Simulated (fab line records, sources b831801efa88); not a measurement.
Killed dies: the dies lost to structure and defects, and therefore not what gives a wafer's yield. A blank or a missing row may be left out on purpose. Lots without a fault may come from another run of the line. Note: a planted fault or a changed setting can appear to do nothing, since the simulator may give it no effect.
A single fault, viewed from 2 desks | flow sky130 | every desk sees just its own numbers, and what lay behind them comes last

FOR THE TOOL OWNER'S DESK: implanter-04
SKY_VT_ADJUST_HVTR_IMPLANT_09, tool's own readings: per-lot mean of the sampled wafers with a number, covering each lot this tool ran. Marked OUT: a lot whose mean sits more than 4 standard deviations from the usual mean, which makes it out of limits; the brackets give that distance.
Columns: A = beam-on-s at SKY_VT_ADJUST_HVTR_IMPLANT_09, usual 10.00 s; B = faraday-current-uA at SKY_VT_ADJUST_HVTR_IMPLANT_09, usual 11.85
lot  | first seen here | A               | B
L252 | day 10 08:31    | 9.90            | 11.92
L253 | day 11 01:38    | 10.10           | 11.75
L255 | day 11 09:11    | 9.95            | 11.90
L262 | day 13 11:41    | 10.05           | 11.79
L264 | day 13 17:43    | 8.35 (-7.5) OUT | 14.16 (+8.9) OUT
L265 | day 14 13:58    | 8.45 (-7.0) OUT | 14.01 (+8.3) OUT
This desk finds L264, L265 out of limits, L264 being first, at day 13 17:43 (beam-on-s at SKY_VT_ADJUST_HVTR_IMPLANT_09). L252, L253, L255, L262 stayed within limits.

AT THE METROLOGY DESK
What the gauges read for every lot (on any tool): the sampled wafers with a number, averaged. Marked OUT: a lot whose mean sits more than 4 standard deviations from the usual mean, which makes it out of limits; the brackets give that distance.
Columns: A = VT_ADJUST_HVTR_TW at SKY_VT_ADJUST_HVTR_TW_MEAS_11, usual 212.7; B = LDD_N_OVL at SKY_LDD_N_OVL_MEAS_07, usual -0.4 nm; C = LDD_P_OVL at SKY_LDD_P_OVL_MEAS_08, usual 0.8 nm
lot  | first seen here | A                | B    | C
L249 | day 9 11:37     | 213.2            | 0.6  | 0.7
L250 | day 9 19:08     | 212.0            | 1.0  | 1.3
L252 | day 10 08:46    | 212.2            | -1.5 | 1.1
L253 | day 11 01:52    | 213.3            | -0.1 | 0.7
L254 | day 11 02:08    | 213.7            | 0.2  | 1.2
L255 | day 11 09:26    | 213.7            | 0.1  | -0.6
L258 | day 12 06:39    | 212.2            | 0.3  | 2.1
L260 | day 12 09:07    | 211.4            | 0.9  | 1.6
L262 | day 13 11:55    | 211.6            | -2.8 | 0.6
L264 | day 13 17:55    | 202.0 (-9.7) OUT | -0.6 | -1.0
L265 | day 14 14:11    | 201.3 (-10) OUT  | 0.2  | 0.3
L272 | day 17 01:15    | 215.2            | -0.9 | 0.2
This desk's result: L264, L265 out of limits, first on L264 (VT_ADJUST_HVTR_TW at SKY_VT_ADJUST_HVTR_TW_MEAS_11), day 13 17:55. L249, L250, L252, L253, L254, L255, L258, L260, L262, L272 stayed within limits.

TAKEN TOGETHER
The tool owner's desk had the chance to raise an alarm at day 13 17:43 on L264, L265.
At day 13 17:55 the metrology desk could have sounded an alarm, on L264, L265.
Every lot named ran SKY_VT_ADJUST_HVTR_IMPLANT_09 on implanter-04.

WHAT THE SIMULATOR HAD PUT IN
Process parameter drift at SKY_VT_ADJUST_HVTR_IMPLANT_09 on implanter-04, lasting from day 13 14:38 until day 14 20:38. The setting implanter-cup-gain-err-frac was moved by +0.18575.
Shown lots that were struck: L264, L265.
Delay (hours) between the fault's onset and each desk's first out-of-limits reading: 3 at the tool owner's desk, 3 at the metrology desk.
